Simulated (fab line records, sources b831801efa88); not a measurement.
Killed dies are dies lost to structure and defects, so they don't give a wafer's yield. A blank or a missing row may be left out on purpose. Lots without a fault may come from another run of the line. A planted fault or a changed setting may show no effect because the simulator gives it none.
Which tool did it? | flow sky130 | 10 lots, 30 wafers sampled, at 6 steps of a route of 708

WHAT THE GAUGES READ, wafer by wafer
The record holds no reading of a measuring or inspecting step that can be judged against a usual standard deviation.

WHICH TOOL RAN EACH LOT (tool, then ch and the chambers of the sampled wafers, then the start)
lot  | SKY_METAL5_SPUTTER_04        | SKY_METAL5_STRIP_16                  | SKY_PASSIVATION_CVD_02          | SKY_PASSIVATION_ETCH_11            | SKY_PASSIVATION_STRIP_12             | SKY_PAD_OPEN_PROBE_99
L825 | pvd_sputter-03, day 43 22:46 | plasma_asher-01 ch 0,1, day 44 20:42 | pecvd-02 ch 0,1, day 44 22:20   | rie_diel-04 ch 1,3, day 45 22:35   | plasma_asher-03 ch 0,1, day 45 22:41 | prober-02, day 47 01:22
L827 | pvd_sputter-02, day 44 23:07 | plasma_asher-04 ch 0,1, day 45 23:09 | pecvd-04 ch 0,1,2, day 45 23:52 | rie_diel-04 ch 0,2,3, day 46 23:26 | plasma_asher-02 ch 0,1, day 46 23:32 | prober-01, day 47 21:05
L829 | pvd_sputter-03, day 45 03:03 | plasma_asher-04 ch 0,1, day 46 03:14 | pecvd-02 ch 0,1,2, day 46 03:59 | rie_diel-02 ch 0,1, day 47 02:47   | plasma_asher-01 ch 0,1, day 47 02:56 | prober-01, day 47 23:57
L831 | pvd_sputter-03, day 48 23:45 | plasma_asher-01 ch 0,1, day 49 17:48 | pecvd-02 ch 0,1,2, day 49 18:29 | rie_diel-04 ch 1,2,3, day 50 12:47 | plasma_asher-01 ch 0,1, day 50 12:53 | prober-02, day 51 10:01
L833 | pvd_sputter-04, day 49 00:40 | plasma_asher-02 ch 0,1, day 49 19:14 | pecvd-04 ch 0,1,2, day 49 19:53 | rie_diel-04 ch 0,1,3, day 50 13:50 | plasma_asher-01 ch 0,1, day 50 13:58 | prober-01, day 51 11:37
L835 | pvd_sputter-04, day 49 05:47 | plasma_asher-02 ch 0,1, day 49 23:36 | pecvd-03 ch 0,1,2, day 50 00:17 | rie_diel-04 ch 0,1, day 50 17:41   | plasma_asher-02 ch 0,1, day 50 17:47 | prober-02, day 51 14:31
L839 | pvd_sputter-04, day 49 08:00 | plasma_asher-01 ch 0,1, day 50 01:06 | pecvd-03 ch 0,2, day 50 01:52   | rie_diel-04 ch 0,1,2, day 50 20:08 | plasma_asher-02 ch 0,1, day 50 20:14 | prober-01, day 51 15:27
L841 | pvd_sputter-04, day 49 10:12 | plasma_asher-04 ch 0,1, day 50 03:10 | pecvd-03 ch 0,1,2, day 50 03:50 | rie_diel-04 ch 1,2,3, day 50 22:23 | plasma_asher-03 ch 0,1, day 50 22:29 | prober-01, day 51 17:17
L842 | pvd_sputter-03, day 49 10:26 | plasma_asher-01 ch 0,1, day 50 03:28 | pecvd-03 ch 1,2, day 50 04:12   | rie_diel-01 ch 0,1, day 50 23:08   | plasma_asher-02 ch 0,1, day 50 23:14 | prober-02, day 51 18:17
L837 | pvd_sputter-04, day 49 12:20 | plasma_asher-04 ch 0,1, day 50 05:44 | pecvd-04 ch 1,2, day 50 06:23   | rie_diel-04 ch 0,1,3, day 51 01:50 | plasma_asher-03 ch 0,1, day 51 01:58 | prober-02, day 51 22:02
- SKY_METAL5_SPUTTER_04: material TiN, target thk 70 nm, time 58.3 s.
- SKY_METAL5_STRIP_16: strips in O2/N2.
- SKY_PASSIVATION_CVD_02: deposits Si3N4, target thk 540 nm.
- SKY_PASSIVATION_ETCH_11: etches the open film in CF4/O2, stops on AlCu, target depth 725 nm, time 161.1 s.
- SKY_PASSIVATION_STRIP_12: strips in O2/N2.
- SKY_PAD_OPEN_PROBE_99

WHAT THE TOOLS THEMSELVES READ (means of the sampled wafers that have a number; where no wafer has one, the mark that the record gives instead)
SKY_METAL5_SPUTTER_04. Usual: throttle_valve_pct 29.9 %, standard deviation 1.2.
lot  | tool           | throttle_valve_pct (%) | flag
L825 | pvd_sputter-03 | 30.4                   |
L827 | pvd_sputter-02 | 30.1                   |
L829 | pvd_sputter-03 | 29.4                   |
L831 | pvd_sputter-03 | 29.0                   |
L833 | pvd_sputter-04 | 30.5                   |
L835 | pvd_sputter-04 | 30.0                   |
L839 | pvd_sputter-04 | 30.4                   |
L841 | pvd_sputter-04 | 30.2                   |
L842 | pvd_sputter-03 | 29.3                   |
L837 | pvd_sputter-04 | 29.7                   |

SKY_METAL5_STRIP_16. Usual: drypump_motor_current_A 5.5 A, standard deviation 0.42; oes_product_au 0.710 a.u., standard deviation 0.0044; strip_time_to_endpoint_s 13.10 s, standard deviation 0.16.
lot  | tool            | drypump_motor_current_A (A) | oes_product_au (a.u.) | strip_time_to_endpoint_s (s) | flag
L825 | plasma_asher-01 | 5.1                         | 0.709                 | 13.14                        |
L827 | plasma_asher-04 | 5.7                         | 0.712                 | 13.01                        |
L829 | plasma_asher-04 | 5.7                         | 0.707                 | 13.05                        |
L831 | plasma_asher-01 | 5.2                         | 0.708                 | 13.15                        |
L833 | plasma_asher-02 | 5.5                         | 0.710                 | 13.14                        |
L835 | plasma_asher-02 | 5.4                         | 0.713                 | 12.90                        |
L839 | plasma_asher-01 | 5.1                         | 0.708                 | 13.00                        |
L841 | plasma_asher-04 | 5.7                         | 0.708                 | 13.13                        |
L842 | plasma_asher-01 | 5.5                         | 0.712                 | 13.02                        |
L837 | plasma_asher-04 | 5.7                         | 0.706                 | 13.11                        |

SKY_PASSIVATION_CVD_02. Usual: heater_power_w 755 W, standard deviation 120.
lot  | tool     | heater_power_w (W) | flag
L825 | pecvd-02 | 835                |
L827 | pecvd-04 | 849                |
L829 | pecvd-02 | 673                |
L831 | pecvd-02 | 772                |
L833 | pecvd-04 | 789                |
L835 | pecvd-03 | 688                |
L839 | pecvd-03 | 668                |
L841 | pecvd-03 | 663                |
L842 | pecvd-03 | 686                |
L837 | pecvd-04 | 786                |

SKY_PASSIVATION_ETCH_11. Usual: drypump_motor_current_A 5.8 A, standard deviation 0.39; oes_product_au 0.978 a.u., standard deviation 0.0069; rf_fwd_power_W 796.5 W, standard deviation 2.5; throttle_valve_pct 5.964 %, standard deviation 0.0091.
lot  | tool        | drypump_motor_current_A (A) | oes_product_au (a.u.) | rf_fwd_power_W (W) | throttle_valve_pct (%) | flag
L825 | rie_diel-04 | 5.9                         | 0.934                 | 708.3              | 5.950                  | OFF
L827 | rie_diel-04 | 5.8                         | 0.956                 | 755.1              | 5.958                  | OFF
L829 | rie_diel-02 | 5.9                         | 0.978                 | 796.8              | 5.963                  |
L831 | rie_diel-04 | 5.8                         | 0.974                 | 797.1              | 5.962                  |
L833 | rie_diel-04 | 5.7                         | 0.983                 | 794.4              | 5.973                  |
L835 | rie_diel-04 | 5.6                         | 0.982                 | 795.0              | 5.965                  |
L839 | rie_diel-04 | 5.7                         | 0.977                 | 795.6              | 5.969                  |
L841 | rie_diel-04 | 5.8                         | 0.986                 | 798.8              | 5.964                  |
L842 | rie_diel-01 | 6.2                         | 0.985                 | 796.3              | 5.967                  |
L837 | rie_diel-04 | 5.7                         | 0.984                 | 794.9              | 5.964                  |

SKY_PASSIVATION_STRIP_12. Usual: drypump_motor_current_A 5.5 A, standard deviation 0.39; oes_product_au 0.660 a.u., standard deviation 0.0042; strip_time_to_endpoint_s 31.52 s, standard deviation 0.11.
lot  | tool            | drypump_motor_current_A (A) | oes_product_au (a.u.) | strip_time_to_endpoint_s (s) | flag
L825 | plasma_asher-03 | 5.8                         | 0.661                 | 31.94                        | OFF
L827 | plasma_asher-02 | 5.5                         | 0.660                 | 31.75                        |
L829 | plasma_asher-01 | 5.1                         | 0.658                 | 31.43                        |
L831 | plasma_asher-01 | 5.1                         | 0.659                 | 31.55                        |
L833 | plasma_asher-01 | 5.1                         | 0.662                 | 31.51                        |
L835 | plasma_asher-02 | 5.4                         | 0.662                 | 31.51                        |
L839 | plasma_asher-02 | 5.4                         | 0.665                 | 31.69                        |
L841 | plasma_asher-03 | 5.8                         | 0.661                 | 31.45                        |
L842 | plasma_asher-02 | 5.4                         | 0.661                 | 31.51                        |
L837 | plasma_asher-03 | 5.8                         | 0.662                 | 31.60                        |

SKY_PAD_OPEN_PROBE_99. Usual: defect_limited_yield 82.5 %, standard deviation 2; killed_at_M0_to_M3 42, standard deviation 7.3; killed_at_M4_up 3.4, standard deviation 2; killed_at_contacts 24, standard deviation 5.6; killed_at_front_end 16, standard deviation 4.5; killed_at_other 0.2, standard deviation 0.51; killed_dies 86, standard deviation 9.8; killed_on_rim 17, standard deviation 3.8; killed_open 46, standard deviation 7; killed_short 40, standard deviation 6.7; sort_bin_3_pad_short 0.9 %, standard deviation 0.42; sort_bin_5_function 10.3 %, standard deviation 1.5; sort_bin_6_memory 6.3 %, standard deviation 1.3; sort_n_pass 406, standard deviation 9.8; sort_yield_pct 82.5 %, standard deviation 2.
lot  | tool      | defect_limited_yield (%) | killed_at_M0_to_M3 | killed_at_M4_up | killed_at_contacts | killed_at_front_end | killed_at_other | killed_dies | killed_on_rim | killed_open | killed_short | sort_bin_3_pad_short (%) | sort_bin_5_function (%) | sort_bin_6_memory (%) | sort_n_pass | sort_yield_pct (%) | flag
L825 | prober-02 | 28.4                     | 47                 | 3.3             | 26                 | 15                  | 261.0           | 352         | 70            | 53          | 38           | 0.8                      | 63.2                    | 7.6                   | 140         | 28.4               | OFF
L827 | prober-01 | 56.1                     | 43                 | 3.7             | 22                 | 16                  | 132.0           | 216         | 44            | 49          | 36           | 0.6                      | 38.0                    | 5.4                   | 276         | 56.1               | OFF
L829 | prober-01 | 81.8                     | 41                 | 2.3             | 28                 | 18                  | 0.0             | 90          | 15            | 45          | 45           | 1.5                      | 10.0                    | 6.6                   | 402         | 81.8               |
L831 | prober-02 | 82.7                     | 35                 | 3.7             | 25                 | 21                  | 0.0             | 85          | 15            | 44          | 41           | 0.6                      | 10.0                    | 6.6                   | 407         | 82.7               |
L833 | prober-01 | 80.9                     | 50                 | 3.7             | 23                 | 17                  | 0.0             | 94          | 19            | 49          | 43           | 0.8                      | 11.7                    | 6.6                   | 398         | 80.9               |
L835 | prober-02 | 83.7                     | 38                 | 2.3             | 26                 | 14                  | 0.0             | 80          | 16            | 44          | 36           | 0.8                      | 9.6                     | 5.9                   | 412         | 83.7               |
L839 | prober-01 | 82.4                     | 37                 | 4.7             | 24                 | 20                  | 0.3             | 86          | 19            | 48          | 38           | 1.1                      | 10.1                    | 6.2                   | 406         | 82.4               |
L841 | prober-01 | 81.8                     | 43                 | 4.0             | 25                 | 16                  | 0.7             | 89          | 17            | 43          | 46           | 1.4                      | 9.8                     | 7.0                   | 403         | 81.8               |
L842 | prober-02 | 81.1                     | 47                 | 2.7             | 23                 | 20                  | 0.0             | 93          | 20            | 46          | 47           | 0.8                      | 10.2                    | 7.8                   | 399         | 81.1               |
L837 | prober-02 | 84.4                     | 35                 | 3.0             | 24                 | 15                  | 0.0             | 77          | 17            | 36          | 41           | 0.9                      | 9.7                     | 5.0                   | 415         | 84.4               |

THE ANSWER, worked out from the rows above alone
Rule: a lot is off if the mean of its wafers that have a number lies more than 3 standard deviations from the usual mean. A lot without any number at a reading at which 4 lots or more have one is off too. The other lots that the step has rows for count as sound. The gauges are gone through in route order, then the tools' own readings, and for those a lot's mean is taken as printed above. The first step at which some lot is off is used, and at that step the reading that is off furthest; a lot without a number counts as furthest.
Off: L825, L827, at SKY_PASSIVATION_ETCH_11 (rf_fwd_power_W).
A tool fits if, at that step or a process step before it, it ran every lot that is off, and no sound lot after the first of them. None of those tried fits.

WHAT THE SIMULATOR HAD PUT IN
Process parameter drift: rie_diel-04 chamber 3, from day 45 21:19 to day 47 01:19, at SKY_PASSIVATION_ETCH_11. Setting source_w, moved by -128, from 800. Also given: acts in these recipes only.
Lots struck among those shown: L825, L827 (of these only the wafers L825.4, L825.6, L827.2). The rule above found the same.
